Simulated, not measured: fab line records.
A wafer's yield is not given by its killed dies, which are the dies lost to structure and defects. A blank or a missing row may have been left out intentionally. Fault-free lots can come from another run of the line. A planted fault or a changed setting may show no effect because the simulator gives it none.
Chamber matching | flow sfq line | 4 sister chambers for SFQ_TRILAYER_I3_CMP_CMP_082 on cmp-02
The step polishes SiO2. 24 wafers are shown with their chamber, then 12 later ones without.

WAFERS, EACH WITH ITS CHAMBER
wafer  | chamber | motor current A (A) | time to endpoint s (s) | slurry flow ml min
L217.1 | 3       | 11.2                | 211                    | 150.0
L217.2 | 0       | 8.8                 | 210                    | 149.7
L217.6 | 2       | 10.9                | 212                    | 150.8
L218.1 | 2       | 11.6                | 216                    | 149.9
L218.2 | 1       | 10.7                | 205                    | 150.0
L218.4 | 0       | 9.1                 | 211                    | 150.6
L219.3 | 1       | 10.8                | 216                    | 149.6
L219.4 | 2       | 11.6                | 200                    | 150.1
L219.5 | 0       | 8.4                 | 225                    | 149.5
L220.4 | 3       | 10.5                | 207                    | 149.5
L220.3 | 1       | 11.7                | 225                    | 150.4
L220.5 | 3       | 10.5                | 220                    | 149.9
L221.1 | 3       | 10.5                | 215                    | 149.7
L221.4 | 1       | 10.8                | 230                    | 149.5
L221.6 | 0       | 8.6                 | 223                    | 149.7
L228.1 | 3       | 11.0                | 220                    | 150.1
L228.5 | 2       | 11.6                | 219                    | 149.3
L228.6 | 3       | 10.3                | 223                    | 150.7
L229.3 | 0       | 8.7                 | 221                    | 150.0
L229.4 | 1       | 10.6                | 222                    | 150.6
L229.6 | 0       | 8.7                 | 228                    | 150.4
L231.3 | 3       | 11.0                | 210                    | 149.5
L231.2 | 1       | 10.5                | 215                    | 150.4
L231.6 | 2       | 11.4                | 209                    | 150.4

SIGNATURES (means of the wafers above)
reading            | chamber 0 | chamber 1 | chamber 2 | chamber 3 | scatter within a chamber
motor current A    | 8.717     | 10.850    | 11.420    | 10.714    | 0.338
time to endpoint s | 219.67    | 218.83    | 211.20    | 215.14    | 7.42
slurry flow ml min | 149.983   | 150.083   | 150.100   | 149.914   | 0.464
Rule: a wafer's distance from a chamber is the root of the sum, over the readings, of the square of ((its reading less the chamber's mean) divided by the reading's scatter). The wafer belongs to the nearest chamber; if the next one is less than 2 further off, it can't be placed. How the scatter is found: for the shown wafers, subtract from each reading the mean of its chamber, square and add these, divide the total by (wafers less chambers), then take the root.

WAFERS WHOSE CHAMBER IS MISSING
wafer  | motor current A (A) | time to endpoint s (s) | slurry flow ml min
L233.1 | 9.2                 | 207                    | 150.8
L233.4 | 10.0                | 224                    | 149.8
L233.5 | 11.2                | 214                    | 149.9
L235.1 | 10.7                | 220                    | 150.0
L235.4 | 11.5                | 211                    | 148.7
L235.5 | 9.3                 | 222                    | 150.3
L237.2 | 11.2                | 204                    | 149.3
L237.4 | 9.0                 | 214                    | 149.7
L237.6 | 11.0                | 203                    | 150.0
L238.3 | 11.2                | 208                    | 150.3
L238.1 | 10.9                | 206                    | 150.1
L238.5 | 11.2                | 214                    | 150.5

WHICH CHAMBER EACH ONE RAN IN
wafer  | from the rows above          | in truth
L233.1 | 0                            | 0
L233.4 | can't be placed: 3 or 1 or 0 | 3
L233.5 | can't be placed: 2 or 1 or 3 | 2
L235.1 | can't be placed: 1 or 3 or 2 | 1
L235.4 | can't be placed: 2 or 3 or 1 | 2
L235.5 | 0                            | 0
L237.2 | can't be placed: 2 or 3 or 1 | 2
L237.4 | 0                            | 0
L237.6 | can't be placed: 2 or 3 or 1 | 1
L238.3 | can't be placed: 2 or 1 or 3 | 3
L238.1 | can't be placed: 3 or 2 or 1 | 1
L238.5 | can't be placed: 2 or 1 or 3 | 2
Correctly placed: 3 of 12. These rows do not allow placing 9 (true chamber among the candidates in 9). 0 placed wrongly.
